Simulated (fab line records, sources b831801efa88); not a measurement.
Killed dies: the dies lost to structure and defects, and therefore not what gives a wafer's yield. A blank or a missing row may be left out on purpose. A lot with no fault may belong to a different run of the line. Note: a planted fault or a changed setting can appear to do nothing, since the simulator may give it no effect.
Matching of chambers || flow sky130 || rieDiel-02 running SKY_FIELD_ISO_ETCH_14: 4 sister chambers
The step etches BARC in N2/H2, stops on SiO2, time 45.9 s, target depth 60 nm. 18 wafers are shown with their chamber, then 9 later ones without.

WAFERS, EACH WITH ITS CHAMBER
{"wafer": "L074.1", "chamber": 0, "throttleValvePct (%)": 13.217, "oesProductAu (a.u.)": 0.851}
{"wafer": "L074.3", "chamber": 3, "throttleValvePct (%)": 13.229, "oesProductAu (a.u.)": 0.857}
{"wafer": "L074.5", "chamber": 1, "throttleValvePct (%)": 13.223, "oesProductAu (a.u.)": 0.857}
{"wafer": "L077.1", "chamber": 3, "throttleValvePct (%)": 13.221, "oesProductAu (a.u.)": 0.868}
{"wafer": "L077.2", "chamber": 0, "throttleValvePct (%)": 13.211, "oesProductAu (a.u.)": 0.848}
{"wafer": "L077.4", "chamber": 1, "throttleValvePct (%)": 13.210, "oesProductAu (a.u.)": 0.856}
{"wafer": "L079.4", "chamber": 3, "throttleValvePct (%)": 13.225, "oesProductAu (a.u.)": 0.853}
{"wafer": "L079.5", "chamber": 0, "throttleValvePct (%)": 13.221, "oesProductAu (a.u.)": 0.860}
{"wafer": "L079.6", "chamber": 3, "throttleValvePct (%)": 13.229, "oesProductAu (a.u.)": 0.860}
{"wafer": "L083.3", "chamber": 1, "throttleValvePct (%)": 13.234, "oesProductAu (a.u.)": 0.848}
{"wafer": "L083.5", "chamber": 1, "throttleValvePct (%)": 13.219, "oesProductAu (a.u.)": 0.855}
{"wafer": "L083.6", "chamber": 2, "throttleValvePct (%)": 13.228, "oesProductAu (a.u.)": 0.855}
{"wafer": "L085.1", "chamber": 3, "throttleValvePct (%)": 13.228, "oesProductAu (a.u.)": 0.855}
{"wafer": "L085.3", "chamber": 1, "throttleValvePct (%)": 13.221, "oesProductAu (a.u.)": 0.853}
{"wafer": "L085.5", "chamber": 1, "throttleValvePct (%)": 13.212, "oesProductAu (a.u.)": 0.851}
{"wafer": "L086.1", "chamber": 3, "throttleValvePct (%)": 13.199, "oesProductAu (a.u.)": 0.848}
{"wafer": "L086.3", "chamber": 1, "throttleValvePct (%)": 13.233, "oesProductAu (a.u.)": 0.853}
{"wafer": "L086.5", "chamber": 0, "throttleValvePct (%)": 13.225, "oesProductAu (a.u.)": 0.858}

SIGNATURES (means of the wafers above)
{"reading": "throttleValvePct", "chamber 0": 13.21850, "chamber 1": 13.22171, "chamber 2": 13.22800, "chamber 3": 13.22183, "scatter within a chamber": 0.00963}
{"reading": "oesProductAu", "chamber 0": 0.85425, "chamber 1": 0.85329, "chamber 2": 0.85500, "chamber 3": 0.85683, "scatter within a chamber": 0.00524}
Rule: a wafer's distance from a chamber is the root of the sum, over the readings, of the square of ((its reading less the chamber's mean) divided by the reading's scatter). If the next closest chamber is less than 2 further off than the closest, the wafer can't be placed; otherwise it belongs to the closest. The scatter is the square root of a quotient: the sum, over the shown wafers, of each reading's squared deviation from its chamber's mean, divided by wafers minus chambers.

WAFERS WITH NO CHAMBER GIVEN
{"wafer": "L088.2", "throttleValvePct (%)": 13.235, "oesProductAu (a.u.)": 0.861}
{"wafer": "L088.3", "throttleValvePct (%)": 13.217, "oesProductAu (a.u.)": 0.858}
{"wafer": "L088.6", "throttleValvePct (%)": 13.236, "oesProductAu (a.u.)": 0.854}
{"wafer": "L091.1", "throttleValvePct (%)": 13.220, "oesProductAu (a.u.)": 0.855}
{"wafer": "L091.3", "throttleValvePct (%)": 13.222, "oesProductAu (a.u.)": 0.863}
{"wafer": "L091.4", "throttleValvePct (%)": 13.207, "oesProductAu (a.u.)": 0.862}
{"wafer": "L096.1", "throttleValvePct (%)": 13.237, "oesProductAu (a.u.)": 0.861}
{"wafer": "L096.3", "throttleValvePct (%)": 13.222, "oesProductAu (a.u.)": 0.861}
{"wafer": "L096.4", "throttleValvePct (%)": 13.221, "oesProductAu (a.u.)": 0.853}

WHICH CHAMBER EACH WENT THROUGH
{"wafer": "L088.2", "from the rows above": "can't be placed: 2 or 3 or 1 or 0", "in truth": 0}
{"wafer": "L088.3", "from the rows above": "can't be placed: 3 or 0 or 1 or 2", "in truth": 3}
{"wafer": "L088.6", "from the rows above": "can't be placed: 2 or 1 or 3 or 0", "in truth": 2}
{"wafer": "L091.1", "from the rows above": "can't be placed: 0 or 1 or 3 or 2", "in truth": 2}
{"wafer": "L091.3", "from the rows above": "can't be placed: 3 or 2 or 0 or 1", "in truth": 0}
{"wafer": "L091.4", "from the rows above": "can't be placed: 3 or 0 or 1 or 2", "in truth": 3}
{"wafer": "L096.1", "from the rows above": "can't be placed: 2 or 3 or 1 or 0", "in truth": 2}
{"wafer": "L096.3", "from the rows above": "can't be placed: 3 or 2 or 0 or 1", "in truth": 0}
{"wafer": "L096.4", "from the rows above": "can't be placed: 1 or 0 or 3 or 2", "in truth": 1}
Placed correctly: 0 of 9. Not placeable from these rows: 9 (in 9, the candidates include the true chamber). 0 placed wrongly.
